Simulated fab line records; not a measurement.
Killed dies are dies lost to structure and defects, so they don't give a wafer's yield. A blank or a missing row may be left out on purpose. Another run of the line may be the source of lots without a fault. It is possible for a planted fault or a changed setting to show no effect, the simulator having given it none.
fab line records | flow sky130
[record] lots = 6 wafers = 18 last_day = 49
route steps=708 shown NWELL@82 PWDE@84 VT_ADJUST_HVTP@85 VT_ADJUST_LVTN@97 PAD_OPEN@708
lots that met no fault: from a run of the same line without faults
start_h: hours from the record's first day to the start of the lot's first wafer shown | wait_h: hours elapsed since this lot's preceding step | " identical to the entry in the row above | L1.1+2: several wafers, shown together as one row | - no value, or no start was given | * or withheld: withheld | < > ~ a bound
route shown NAME@n: a module of which the file shows steps, and the number in the route of the first | usual: average and standard deviation across the fault-free wafers | same: alike in all rows | chamber/n: place in a boat | sites: the reading at each site | _std_site: standard deviation across them | _edge_site: mean of outer sites minus mean of inner sites | radius_mm: for every site, how far away it sits from the centre of the wafer | mask NAME#n: copy n | behind: the most recent tool/chamber to have shaped the wafer | hold: the reason the lot was held/the length of the hold in hours/how it ended | device: which transistor (n, p or np) failed to switch | end of line: tests run on the same wafers once the route is complete | where a step has no rows: the recipe by itself | killed: not the wafer's yield, but the dies lost to structure and defects at the first sort | map: per-die view of a wafer (x killed, . not killed, _ where there is no die)
set.NAME: setting as actually run; set.NAME@STEP: the setting as run at that earlier step | model.NAME: the simulator's own value behind a step, which no gauge read
lots seen at some steps along the route; tables by step, rows by wafer
services: the hour from which a tool's chamber was out of use, counted from the record's first day as start_h (under 0 if before that day), plus the number of hours and why
[[steps]]
[step SKY_NWELL_RS_MEAS_29]
[recipe] thk_meas_gauge = four-point-probe
[usual] NWELL_RS = 624.5/1.3
// columns lot.wafer tool chamber start_h wait_h NWELL_RS[ohm/sq]
L605.2 film_metro-03 - 112.73 0.1 624.3
L605.3 " - " " 623.5
L605.4 " - " " 624.3
L607.4 film_metro-01 - 127.82 0.1 624.7
L607.5 " - " " 625.7
L607.6 " - " " 626.1
L612.1 film_metro-01 - 156.36 0.1 622.8
L612.2 " - " " 623.8
L612.4 " - " " 621.9
L615.1 film_metro-01 - 169.47 0.1 624.0
L615.4 " - " " 624.5
L615.5 " - " " 624.9
L618.3 film_metro-04 - 194.08 0.1 622.5
L618.5 " - " " 622.5
L618.6 " - " " 623.4
L619.1 film_metro-03 - 199.21 0.1 625.7
L619.4 " - " " 626.8
L619.5 " - " " 626.1
[step SKY_NWELL_RS_MEAS_31]
[recipe] thk_meas_gauge = four-point-probe
[usual] PWDE_RS = 5270/19
// columns lot.wafer tool chamber start_h wait_h PWDE_RS[ohm/sq]
L605.2 film_metro-03 - 112.97 0.1 5279
L605.3 " - " " 5265
L605.4 " - " " 5272
L607.4 film_metro-01 - 128.06 0.1 5232
L607.5 " - " " 5240
L607.6 " - " " 5245
L612.1 film_metro-01 - 156.60 0.1 5286
L612.2 " - " " 5276
L612.4 " - " " 5268
L615.1 film_metro-01 - 169.71 0.1 5266
L615.4 " - " " 5268
L615.5 " - " " 5260
L618.3 film_metro-04 - 194.32 0.1 5274
L618.5 " - " " 5285
L618.6 " - " " 5261
L619.1 film_metro-03 - 199.45 0.1 5270
L619.4 " - " " 5259
L619.5 " - " " 5251
[step SKY_VT_ADJUST_HVTP_DEHYDRATE_00]
[recipe] temp_c = 200 time_s = 60
[step SKY_VT_ADJUST_HVTP_HMDS_01]
[recipe] prime_time_s = 60 prime_temp_c = 120
[step SKY_VT_ADJUST_HVTP_COAT_02]
[recipe] resist = NOVOLAK spin_rpm = 3000 resist_thk_nm = 1140
[step SKY_VT_ADJUST_HVTP_SOFTBAKE_03]
[recipe] temp_c = 90 time_s = 60 resist = NOVOLAK
[step SKY_VT_ADJUST_HVTP_EXPOSE_04]
[recipe] mask_id = HVTPM na = 0.6 source_shape = conventional sigma_outer = 0.6 polarization = unpolarized target_cd_nm = 380 dose_mj = 140
[step SKY_VT_ADJUST_HVTP_PEB_05]
[recipe] temp_c = withheld time_s = * resist = NOVOLAK
[step SKY_VT_ADJUST_HVTP_DEVELOP_06]
[recipe] resist = NOVOLAK developer = TMAH develop_time_s = 60 dev_temp_c = 23
[step SKY_VT_ADJUST_HVTP_CD_MEAS_07]
[recipe] target_cd_nm = 380
[usual] cd_nm = 379.3/2.6
// columns lot.wafer tool chamber start_h wait_h cd_nm
L605.2 cd_sem-01 - 131.51 0.1 378.7
L605.3 " - " " 376.6
L605.4 " - " " 378.3
L607.4 cd_sem-01 - 147.70 0.1 378.8
L607.5 " - " " 377.4
L607.6 " - " " 378.4
L612.1 cd_sem-02 - 176.59 0.1 381.0
L612.2 " - " " 378.4
L612.4 " - " " 378.2
L615.1 cd_sem-01 - 191.44 0.1 379.8
L615.4 " - " " 377.0
L615.5 " - " " 378.3
L618.3 cd_sem-02 - 215.58 0.1 377.5
L618.5 " - " " 377.9
L618.6 " - " " 380.2
L619.1 cd_sem-01 - 219.51 0.1 374.0
L619.4 " - " " 373.9
L619.5 " - " " 373.9
[step SKY_VT_ADJUST_HVTP_OVL_MEAS_08]
[usual] VT_ADJUST_HVTP_OVL = 1.3/1.4
// columns lot.wafer tool chamber start_h wait_h VT_ADJUST_HVTP_OVL[nm]
L605.2 overlay-01 - 131.62 0.1 -0.9
L605.3 " - " " 0.2
L605.4 " - " " -1.3
L607.4 overlay-02 - 147.78 0.1 1.9
L607.5 " - " " 2.4
L607.6 " - " " 1.8
L612.1 overlay-02 - 176.71 0.1 2.6
L612.2 " - " " 1.0
L612.4 " - " " 2.4
L615.1 overlay-01 - 191.56 0.1 3.2
L615.4 " - " " 2.1
L615.5 " - " " 2.4
L618.3 overlay-02 - 215.68 0.1 0.0
L618.5 " - " " 1.4
L618.6 " - " " -1.5
L619.1 overlay-01 - 219.63 0.1 -0.5
L619.4 " - " " -0.5
L619.5 " - " " 2.0
[step SKY_VT_ADJUST_HVTP_IMPLANT_09]
[recipe] species = As energy_kev = 150 dose_cm2 = 4.3e+12 tilt_deg = withheld
[usual] dose_ions_cm2 = 4.3e+12/4.1e+09 faraday_current_uA = 24.3/0.52
// columns lot.wafer tool chamber start_h wait_h dose_ions_cm2 faraday_current_uA
L605.2 implanter-03 0 131.68 0.0 4.304e+12 24.6
L605.3 " 0 " " 4.299e+12 23.2
L605.4 " 0 " " 4.313e+12 23.4
L607.4 implanter-01 0 147.88 0.1 4.299e+12 24.5
L607.5 " 0 " " 4.297e+12 23.3
L607.6 " 0 " " 4.294e+12 24.2
L612.1 implanter-03 0 176.75 0.0 4.293e+12 23.6
L612.2 " 0 " " 4.3e+12 24.0
L612.4 " 0 " " 4.3e+12 24.8
L615.1 implanter-04 0 191.60 0.0 4.3e+12 24.5
L615.4 " 0 " " 4.301e+12 24.5
L615.5 " 0 " " 4.299e+12 23.7
L618.3 implanter-01 0 215.75 0.1 4.891e+12 27.0
L618.5 " 0 " " 4.896e+12 27.8
L618.6 " 0 " " 4.895e+12 28.7
L619.1 implanter-01 0 219.67 0.0 4.895e+12 27.2
L619.4 " 0 " " 4.888e+12 27.5
L619.5 " 0 " " 4.893e+12 27.0
[step SKY_VT_ADJUST_HVTP_STRIP_10]
[recipe] chemistry = O2/N2 power_w = 1400 pressure_mtorr = 1500 platen_temp_c = withheld o2_flow_sccm = 3000 n2_flow_sccm = 300 overash_fraction = 0.5
[usual] drypump_motor_current_A = 6.0/0.53 oes_product_au = 0.716/0.0049 strip_time_to_endpoint_s = 14.20/0.037
// columns lot.wafer tool chamber start_h wait_h drypump_motor_current_A oes_product_au rf_hours_counter_h strip_time_to_endpoint_s
L605.2 plasma_asher-03 0 131.80 0.1 5.7 0.713 34 14.14
L605.3 " 0 " " 5.7 0.718 - 14.16
L605.4 " 1 " " 5.7 0.719 - 14.23
L607.4 plasma_asher-02 0 147.98 0.1 6.8 0.718 - 14.19
L607.5 " 0 " " 6.8 0.721 - 14.21
L607.6 " 1 " " 5.7 0.713 - 14.17
L612.1 plasma_asher-02 0 176.90 0.1 6.8 0.714 52 14.19
L612.2 " 1 " " 5.8 0.721 52 14.20
L612.4 " 1 " " 5.7 0.722 - 14.19
L615.1 plasma_asher-02 1 191.75 0.1 5.7 0.710 54 14.21
L615.4 " 1 " " 5.7 0.716 - 14.15
L615.5 " 0 " " 6.8 0.713 - 14.14
L618.3 plasma_asher-02 1 215.88 0.1 5.8 0.716 - 14.26
L618.5 " 1 " " 5.8 0.725 - 14.27
L618.6 " 0 " " 6.9 0.724 - 14.25
L619.1 plasma_asher-03 1 219.82 0.1 5.7 0.716 42 14.25
L619.4 " 0 " " 5.7 0.713 - 14.24
L619.5 " 0 " " 5.7 0.713 - 14.26
[step SKY_VT_ADJUST_HVTP_TW_MEAS_11]
[usual] VT_ADJUST_HVTP_TW = 1359/9.1
// columns lot.wafer tool chamber start_h wait_h VT_ADJUST_HVTP_TW
L605.2 film_metro-02 - 131.91 0.1 1349
L605.3 " - " " 1350
L605.4 " - " " 1357
L607.4 film_metro-01 - 148.08 0.1 1367
L607.5 " - " " 1361
L607.6 " - " " 1370
L612.1 film_metro-01 - 177.00 0.1 1357
L612.2 " - " " 1361
L612.4 " - " " 1360
L615.1 film_metro-03 - 191.85 0.1 1365
L615.4 " - " " 1365
L615.5 " - " " 1359
L618.3 film_metro-03 - 215.97 0.1 1415
L618.5 " - " " 1415
L618.6 " - " " 1415
L619.1 film_metro-02 - 219.92 0.1 1406
L619.4 " - " " 1393
L619.5 " - " " 1393
[step SKY_VT_ADJUST_LVTN_DEHYDRATE_00]
[recipe] temp_c = 200 time_s = 60
[step SKY_PAD_OPEN_PROBE_99]
// columns lot.wafer tool chamber start_h wait_h model.etest.tip_p.rs_ohm_sq model.etest.pfet_01v8.r_on_ohm_um model.etest.pfet_01v8.drive_ua_um model.etest.pfet_01v8_mvt.drive_ua_um model.etest.pfet_01v8_hvt.drive_ua_um model.etest.sram_pfet_latch.drive_ua_um model.etest.pfet_01v8_mvt.off_log10_a_um model.etest.pfet_01v8.off_log10_a_um
L605.2 prober-01 - 1085.84 0.1 6836 2810 199.9 157.9 148.3 149.1 -10.24 -9.237
L605.3 prober-01 - 1085.89 0.2 6846 2941 190.4 150.8 140.5 138.6 -10.37 -9.877
L605.4 prober-01 - 1085.94 0.2 6862 2832 198.5 153.9 148.3 145 -10.21 -9.22
L607.4 prober-02 - 1100.71 0.2 6882 2928 190.7 149.5 141.9 142.9 -10.85 -9.581
L607.5 prober-02 - 1100.76 0.2 6848 2937 190.2 148.9 140.4 142.5 -10.79 -9.807
L607.6 prober-02 - 1100.81 0.2 6824 2864 198.7 154 148.6 148.1 -10.64 -9.234
L612.1 prober-01 - 1126.73 0.1 6822 2837 197.3 153.8 147.2 146.6 -10.48 -9.2
L612.2 prober-01 - 1126.78 0.1 6812 2891 193.7 152.2 143.9 139.4 -10.35 -9.379
L612.4 prober-01 - 1126.88 0.2 6805 2828 197 154 146.8 145.9 -10.5 -9.428
L615.1 prober-01 - 1142.35 0.1 6945 3026 180.1 144.7 131.9 133.6 -11.13 -10.54
L615.4 prober-01 - 1142.50 0.2 6870 3060 180.2 144.2 132.4 136.9 -11.13 -10.43
L615.5 prober-01 - 1142.55 0.2 6866 2964 186.1 148.5 138.4 140.1 -11.16 -10.12
L619.1 prober-01 - 1176.17 0.1 7195 3105 170.4 134 126.8 130.7 -12.3 -11.26
L619.4 prober-01 - 1176.32 0.2 7264 3144 170.9 135 128.3 130.2 -12.14 -11.51
L619.5 prober-01 - 1176.37 0.2 7235 3051 175.5 135.1 130.1 137.8 -12.03 -11
L618.5 prober-01 - 1178.57 0.2 7080 3063 174.7 136.5 130.7 130.8 -11.85 -11.17
L618.6 prober-01 - 1178.62 0.2 7200 3046 178.9 137.5 132.8 134 -11.88 -10.81
// killed by level:class
L605.2 VIA1:geometric_particle:open=13 FIELD_ISO:geometric_particle:short=7 VIA2:geometric_particle:open=6 POLY_GATE:geometric_particle:open=5 CONTACT:geometric_particle:open=5 CONTACT:geometric_particle:short=5 METAL2:geometric_particle:short=5 VIA3:geometric_particle:open=4
L605.3 CONTACT:geometric_particle:open=15 VIA3:geometric_particle:open=13 VIA1:geometric_particle:open=10 METAL1:geometric_particle:short=6 METAL2:geometric_particle:short=6 POLY_GATE:geometric_particle:open=5 LOCAL_INTERCONNECT:geometric_particle:short=5 LI_CONTACT:geometric_particle:open=5
L605.4 VIA2:geometric_particle:open=11 VIA3:geometric_particle:open=10 VIA1:geometric_particle:open=9 FIELD_ISO:geometric_particle:short=6 METAL2:geometric_particle:short=5 CONTACT:geometric_particle:open=5 LI_CONTACT:geometric_particle:open=4 FIELD_ISO:geometric_particle:open=3
L607.4 VIA1:geometric_particle:open=8 VIA2:geometric_particle:open=8 CONTACT:geometric_particle:open=7 LI_CONTACT:geometric_particle:open=5 LOCAL_INTERCONNECT:geometric_particle:short=5 METAL2:geometric_particle:short=5 VIA3:geometric_particle:open=5 FIELD_ISO:geometric_particle:short=4
L607.5 VIA2:geometric_particle:open=12 METAL1:geometric_particle:short=7 VIA1:geometric_particle:open=7 FIELD_ISO:geometric_particle:open=6 POLY_GATE:geometric_particle:open=6 LI_CONTACT:geometric_particle:open=6 FIELD_ISO:geometric_particle:short=5 POLY_GATE:geometric_particle:short=5
L607.6 VIA2:geometric_particle:open=14 LI_CONTACT:geometric_particle:open=8 FIELD_ISO:geometric_particle:short=7 CONTACT:geometric_particle:open=7 LOCAL_INTERCONNECT:geometric_particle:short=7 METAL2:geometric_particle:short=7 POLY_GATE:geometric_particle:open=5 VIA1:geometric_particle:open=5
L612.1 CONTACT:geometric_particle:open=12 LI_CONTACT:geometric_particle:open=10 VIA3:geometric_particle:open=10 VIA1:geometric_particle:open=7 CONTACT:geometric_particle:short=5 METAL1:geometric_particle:short=5 VIA1:geometric_particle:short=4 VIA3:geometric_particle:short=4
L612.2 LI_CONTACT:geometric_particle:open=13 VIA1:geometric_particle:open=11 CONTACT:geometric_particle:open=9 VIA1:geometric_particle:short=9 VIA2:geometric_particle:open=8 METAL2:geometric_particle:short=7 LI_CONTACT:geometric_particle:short=6 VIA2:geometric_particle:short=5
L612.4 CONTACT:geometric_particle:open=15 VIA1:geometric_particle:open=13 METAL1:geometric_particle:short=11 METAL2:geometric_particle:short=9 CONTACT:geometric_particle:short=8 VIA3:geometric_particle:open=6 LI_CONTACT:geometric_particle:open=5 FIELD_ISO:geometric_particle:short=4
L615.1 VIA1:geometric_particle:open=13 CONTACT:geometric_particle:open=12 VIA2:geometric_particle:open=10 METAL1:geometric_particle:short=5 VIA3:geometric_particle:open=5 LOCAL_INTERCONNECT:geometric_particle:short=4 CONTACT:geometric_particle:short=4 VIA1:geometric_particle:short=4
L615.4 CONTACT:geometric_particle:open=10 VIA1:geometric_particle:open=9 VIA2:geometric_particle:open=8 LI_CONTACT:geometric_particle:open=7 VIA3:geometric_particle:open=7 CONTACT:geometric_particle:short=5 FIELD_ISO:geometric_particle:short=4 POLY_GATE:geometric_particle:open=4
L615.5 CONTACT:geometric_particle:open=12 VIA3:geometric_particle:open=11 LI_CONTACT:geometric_particle:open=10 LOCAL_INTERCONNECT:geometric_particle:short=6 POLY_GATE:geometric_particle:short=5 VIA2:geometric_particle:open=5 VIA1:geometric_particle:short=4 VIA1:geometric_particle:open=3
L619.1 CONTACT:geometric_particle:open=10 FIELD_ISO:geometric_particle:open=8 METAL1:geometric_particle:short=8 VIA1:geometric_particle:open=8 CONTACT:geometric_particle:short=5 LI_CONTACT:geometric_particle:open=5 METAL2:geometric_particle:short=5 METAL3:geometric_particle:short=5
L619.4 VIA2:geometric_particle:open=9 VIA1:geometric_particle:open=7 CONTACT:geometric_particle:open=6 VIA3:geometric_particle:open=6 POLY_GATE:geometric_particle:short=5 METAL2:geometric_particle:short=5 METAL1:geometric_particle:short=5 VIA1:geometric_particle:short=5
L619.5 VIA1:geometric_particle:open=14 VIA3:geometric_particle:open=8 CONTACT:geometric_particle:open=6 VIA2:geometric_particle:short=6 POLY_GATE:geometric_particle:short=5 LI_CONTACT:geometric_particle:open=5 CONTACT:geometric_particle:short=5 VIA1:geometric_particle:short=5
[[services]]
// columns tool chamber start_h hours kind
plasma_asher-03 - 133.48 0.8 repair
implanter-04 - 149.27 1.6 repair
implanter-01 - 154.46 18.6 pm
implanter-03 - 183.91 0.8 repair
[[key]]
[first_sign] step = SKY_VT_ADJUST_HVTP_IMPLANT_09 reading = dose_ions_cm2 direction = up sigmas = 99+ usual = * struck = *
[effect] step = SKY_VT_ADJUST_HVTP_IMPLANT_09 reading = faraday_current_uA direction = up sigmas = 6.2 usual = 24.3 struck = 27.5
[effect] step = SKY_VT_ADJUST_HVTP_TW_MEAS_11 reading = VT_ADJUST_HVTP_TW direction = up sigmas = 5.2 usual = 1359 struck = 1406
[model_effect] step = SKY_PAD_OPEN_PROBE_99 value = etest.tip_p.rs_ohm_sq without = 6840 struck = 7195
met_at SKY_VT_ADJUST_HVTP_IMPLANT_09
struck_wafers L618.3,L618.5,L618.6,L619.1,L619.4,L619.5
sort_left_out L618.3,L618.5,L618.6
tester_left_out L618,L619
onset_between 147.88 215.75
[fault] kind = process_parameter_drift tool = implanter-01 chamber = - onset_h = 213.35 steps = SKY_VT_ADJUST_HVTP_IMPLANT_09 channel = dose_cm2 offset = * shape = step end_h = 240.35 acts_in = * stated = *
// tester_left_out: of these lots the tester's yield and bins aren't shown, on N5 and GAA mostly nor the transistor test; their killed dies are dies lost to structure and defects alone, not to doping, threshold or leakage, so they don't give the yield
// sort_left_out: the simulated sort isn't trusted on such a fault, so these wafers' sort isn't shown, and their yield isn't known
